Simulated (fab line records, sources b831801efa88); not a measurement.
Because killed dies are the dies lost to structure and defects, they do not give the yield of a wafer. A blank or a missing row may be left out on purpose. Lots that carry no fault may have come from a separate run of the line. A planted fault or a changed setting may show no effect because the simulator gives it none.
2 desks looking at one fault | flow sky130 | every desk sees just its own numbers, and what lay behind them comes last

== METROLOGY DESK ==
Lot by lot, what the gauges showed, no matter which tool ran the lot: averages of those sampled wafers that carry a number. Any lot whose mean is over 4 standard deviations away from the usual mean is out of limits and marked OUT; that distance is given in the brackets.
Columns: A = cdNm at SKY_VIA1_CD_MEAS_12, usual 149.6 nm; B = VIA1_OVL at SKY_VIA1_OVL_MEAS_13, usual -2 nm; C = VIA1_W_RS at SKY_VIA1_RS_MEAS_22, usual 0.426 ohm/sq; D = VIA1_W_THK at SKY_VIA1_THK_MEAS_23, usual 275 nm
lot  | first seen here | A     | B  | C     | D
L185 | day 35 22:55    | 148.2 | -0 | 0.431 | 270
L192 | day 40 01:14    | 150.8 | -1 | 0.426 | 277
L195 | day 40 01:37    | 150.8 | -6 | 0.424 | 277
L193 | day 40 03:11    | 147.9 | -3 | 0.422 | 278
L201 | day 40 09:46    | 150.3 | -5 | 0.426 | 274
L202 | day 40 16:28    | 149.6 | 3  | 0.427 | 276
This desk found nothing out of limits on any of the 6 lots.

== DESK OF THE TOOL OWNER: cmp-02 ==
The tool's own readings at SKY_VIA1_CMP_24 (polishes, stops on SiO2, t overpolish 15 s, target thk 0 nm): means of the sampled wafers that have a number, for each lot that ran on this tool. Any lot whose mean is over 4 standard deviations away from the usual mean is out of limits and marked OUT; that distance is given in the brackets.
Columns: A = edgeZonePressureFrac at SKY_VIA1_CMP_24, usual 0.999; B = headPressurePsi at SKY_VIA1_CMP_24, usual 3.500 psi; C = motorCurrentA at SKY_VIA1_CMP_24, usual 11.3 A; D = overpolishRunS at SKY_VIA1_CMP_24, usual 15.001 s; E = timeToEndpointS at SKY_VIA1_CMP_24, usual 65.7 s
lot  | first seen here | A     | B     | C    | D      | E
L185 | day 36 00:16    | 0.995 | 3.506 | 11.1 | 14.997 | 65.2
L193 | day 40 04:25    | 0.998 | 3.510 | 12.6 | 14.997 | 66.0
L201 | day 40 11:04    | 0.999 | 3.505 | 12.2 | 14.994 | 66.9
This desk found nothing out of limits on any of the 3 lots.

== TAKEN TOGETHER ==
Nothing out of limits was seen by the metrology desk.
The tool owner's desk saw nothing out of limits.

== WHAT HAD BEEN PUT IN BY THE SIMULATOR ==
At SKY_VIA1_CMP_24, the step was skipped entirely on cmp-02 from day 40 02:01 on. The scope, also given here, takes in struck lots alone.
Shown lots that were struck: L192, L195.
